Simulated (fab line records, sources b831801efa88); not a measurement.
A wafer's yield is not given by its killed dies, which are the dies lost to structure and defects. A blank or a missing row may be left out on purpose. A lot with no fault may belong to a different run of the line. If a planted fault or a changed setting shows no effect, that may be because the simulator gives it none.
Chamber matching + flow gf180mcu + GF_STI_WET_ETCH_27 on wet bench-04 has 3 sister chambers
The step etches Si3N4 in H3PO4, target depth 160 nm, time 1825 s. 3 wafers are shown with their chamber, then 2 later ones without.

## EACH WAFER AND ITS CHAMBER
| wafer  | chamber | bath heat duty pct (%) |
|--------|---------|------------------------|
| L544.4 | 3       | 23.9                   |
| L551.5 | 0       | 23.6                   |
| L555.2 | 1       | 27.7                   |

## WAFERS WITH NO CHAMBER GIVEN
| wafer  | bath heat duty pct (%) |
|--------|------------------------|
| L555.5 | 26.3                   |
| L555.6 | 26.3                   |

## WHICH CHAMBER EACH WENT THROUGH
| wafer  | from the rows above          | in truth |
|--------|------------------------------|----------|
| L555.5 | can't be placed: 1 or 3 or 0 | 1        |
| L555.6 | can't be placed: 1 or 3 or 0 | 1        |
Correct placement for 0 of the 2. These rows do not allow placing 2 (true chamber among the candidates in 2). 0 placed wrongly.
How it was worked out, from the rows above alone: a wafer's distance from a chamber is the root of the sum, over the readings, of the square of ((its reading less the chamber's mean) divided by the reading's scatter). If the next closest chamber is less than 2 further off than the closest, the wafer can't be placed; otherwise it belongs to the closest. A chamber's mean is the mean of its shown wafers. The scatter (one wafer shown for each chamber): square how far every hidden wafer sits from the nearest shown wafer, average those squares and take the square root.
